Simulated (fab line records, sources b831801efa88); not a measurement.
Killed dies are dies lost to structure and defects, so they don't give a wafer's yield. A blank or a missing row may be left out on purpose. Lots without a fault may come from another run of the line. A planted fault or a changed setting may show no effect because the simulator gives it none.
Which tool did it? | flow gf180mcu | 13 lots, 39 wafers sampled, at 5 steps of a route of 602

WHAT THE GAUGES READ, wafer by wafer
GF_STI_THK_MEAS_02.
lot  | measured    | on            | STI_OXIDATION_THK (nm)
L711 | day 1 11:31 | film_metro-04 | 10.24 10.37 10.27
L714 | day 2 03:27 | film_metro-04 | 10.19 10.34 10.35
L715 | day 2 07:34 | film_metro-03 | 10.03 10.05 9.96
L716 | day 2 13:31 | film_metro-04 | 9.69 9.61 9.57
L717 | day 2 18:19 | film_metro-02 | 9.92 9.99 10.10
L727 | day 4 19:31 | film_metro-02 | 10.12 10.44 10.30
L728 | day 5 04:10 | film_metro-03 | 9.97 9.98 9.99
L729 | day 5 07:07 | film_metro-02 | 9.97 9.98 9.97
L730 | day 5 11:16 | film_metro-03 | 10.17 10.17 10.08
L731 | day 5 18:08 | film_metro-03 | 10.10 9.95 9.96
L732 | day 5 22:29 | film_metro-02 | 10.16 10.33 10.21
L733 | day 6 04:57 | film_metro-04 | 10.36 10.20 10.23
L734 | day 6 10:17 | film_metro-04 | 9.92 9.99 9.97

GF_HV_LDD_CD_MEAS_07: target cd 400 nm.
lot  | measured     | on        | cd_nm (nm)
L711 | day 10 02:59 | cd_sem-01 | 399.4 398.6 398.1
L714 | day 10 22:56 | cd_sem-02 | 402.2 404.4 404.4
L715 | day 11 08:59 | cd_sem-01 | 397.1 396.8 398.2
L716 | day 11 13:02 | cd_sem-01 | 397.6 397.4 398.4
L717 | day 12 00:11 | cd_sem-02 | 324.4 322.1 323.0
L727 | day 15 03:01 | cd_sem-02 | 399.8 399.1 398.0
L728 | day 15 21:29 | cd_sem-02 | 402.4 402.1 402.0
L729 | day 15 19:37 | cd_sem-02 | 392.3 394.0 395.1
L730 | day 16 02:38 | cd_sem-01 | 400.0 399.2 398.6
L731 | day 16 10:21 | cd_sem-02 | 398.5 398.1 398.9
L732 | day 16 16:49 | cd_sem-01 | 399.1 400.8 399.3
L733 | day 17 04:52 | cd_sem-01 | 403.1 401.0 400.6
L734 | day 17 09:29 | cd_sem-01 | 404.0 401.4 401.7

GF_SAB_CD_MEAS_09: target cd 420 nm.
lot  | measured     | on        | cd_nm (nm)
L711 | day 15 04:25 | cd_sem-02 | 417.9 421.0 418.2
L714 | day 16 05:53 | cd_sem-02 | 420.1 419.8 420.6
L715 | day 16 18:37 | cd_sem-02 | 418.6 421.7 418.8
L716 | day 16 21:15 | cd_sem-01 | 422.8 424.4 422.9
L727 | day 21 06:06 | cd_sem-02 | 420.1 420.8 416.2
L728 | day 22 01:20 | cd_sem-01 | 420.5 418.4 420.5
L729 | day 21 23:31 | cd_sem-02 | 420.3 420.4 419.2
L730 | day 22 06:25 | cd_sem-02 | 417.9 417.5 417.6
L731 | day 22 15:14 | cd_sem-02 | 417.1 416.7 417.1
L732 | day 22 22:04 | cd_sem-02 | 422.7 422.5 422.1
L733 | day 23 10:21 | cd_sem-02 | 421.2 422.5 419.6
L734 | day 23 13:49 | cd_sem-01 | 418.8 418.1 418.9

GF_CONTACT_OVL_MEAS_15.
lot  | measured     | on         | CONTACT_OVL (nm)
L711 | day 16 04:50 | overlay-02 | -8 -10 -6
L714 | day 17 06:21 | overlay-01 | -4 -4 1
L715 | day 17 19:55 | overlay-02 | 5 5 3
L716 | day 17 22:43 | overlay-01 | -6 -4 3
L727 | day 22 07:01 | overlay-02 | 2 -1 -2
L728 | day 23 02:16 | overlay-02 | -9 -5 -6
L729 | day 23 00:16 | overlay-02 | -9 -4 -1
L730 | day 23 08:04 | overlay-02 | -4 -7 8
L731 | day 23 15:25 | overlay-01 | -6 -7 -2
L732 | day 23 22:23 | overlay-02 | -3 -7 6
L733 | day 24 10:28 | overlay-02 | 2 -5 5
L734 | day 24 13:51 | overlay-01 | -7 2 -5

WHICH TOOL RAN EACH LOT (tool, then ch and the chambers of the sampled wafers, then the start)
lot  | GF_HV_LDD_EXPOSE_04
L711 | iline_stepper-01 ch 0, day 9 18:38
L714 | iline_stepper-01 ch 0, day 10 14:07
L715 | iline_stepper-01 ch 0, day 10 23:19
L716 | iline_stepper-02 ch 0, day 11 05:02
L717 | iline_stepper-01 ch 0, day 11 14:40
L727 | iline_stepper-01 ch 0, day 14 17:08
L728 | iline_stepper-01 ch 0, day 15 09:44
L729 | iline_stepper-01 ch 0, day 15 08:25
L730 | iline_stepper-02 ch 0, day 15 15:52
L731 | iline_stepper-01 ch 0, day 15 23:09
L732 | iline_stepper-02 ch 0, day 16 05:14
L733 | iline_stepper-01 ch 0, day 16 17:51
L734 | iline_stepper-02 ch 0, day 16 22:19
- GF_HV_LDD_EXPOSE_04: exposes mask Nplus LV AREA, target cd 400 nm.

WHAT THE TOOLS THEMSELVES READ (means of the sampled wafers that have a number; where no wafer has one, the mark that the record gives instead)
GF_HV_LDD_EXPOSE_04.
lot  | tool             | exposure_dose_mJ_cm2 | reticle_temp_C (C)
L711 | iline_stepper-01 | 139.92               | 22.99
L714 | iline_stepper-01 | 140.03               | 22.97
L715 | iline_stepper-01 | 140.10               | 23.04
L716 | iline_stepper-02 | 139.82               | 23.01
L717 | iline_stepper-01 | 140.02               | 23.08
L727 | iline_stepper-01 | 140.04               | 23.02
L728 | iline_stepper-01 | 139.83               | 22.95
L729 | iline_stepper-01 | 139.87               | 22.96
L730 | iline_stepper-02 | 139.72               | 23.05
L731 | iline_stepper-01 | 139.88               | 22.86
L732 | iline_stepper-02 | 140.03               | 23.01
L733 | iline_stepper-01 | 140.10               | 23.05
L734 | iline_stepper-02 | 140.01               | 22.99

THE ANSWER, worked out from the rows above alone
Rule: what is usual is taken from the lots themselves. Put in order of their means at a reading, lots are off if they are a third of the lots or fewer, leave a main group of 4 or more, and stand apart from it by a gap of 3 or more times the standard deviation of the main group's means; of several such gaps the widest counts. A main group whose means are all the same, to the digits that the tables above print for the reading, isn't used. A lot without any number at a reading at which 4 lots or more have one is off too. The other lots that the step has rows for count as sound. The gauges are gone through in route order, then the tools' own readings, and for those a lot's mean is taken as printed above. The first step at which some lot is off is used, and at that step the reading that is off furthest; a lot without a number counts as furthest.
Off: L717, at GF_HV_LDD_CD_MEAS_07 (cd_nm). The main group: mean 399.5 nm, standard deviation 2.6.
A tool fits if, at a process step before that reading, it ran every lot that is off, and no sound lot after the first of them. The gauges at GF_HV_LDD_CD_MEAS_07 are tried like those tools. None of those tried fits.

WHAT THE SIMULATOR HAD PUT IN
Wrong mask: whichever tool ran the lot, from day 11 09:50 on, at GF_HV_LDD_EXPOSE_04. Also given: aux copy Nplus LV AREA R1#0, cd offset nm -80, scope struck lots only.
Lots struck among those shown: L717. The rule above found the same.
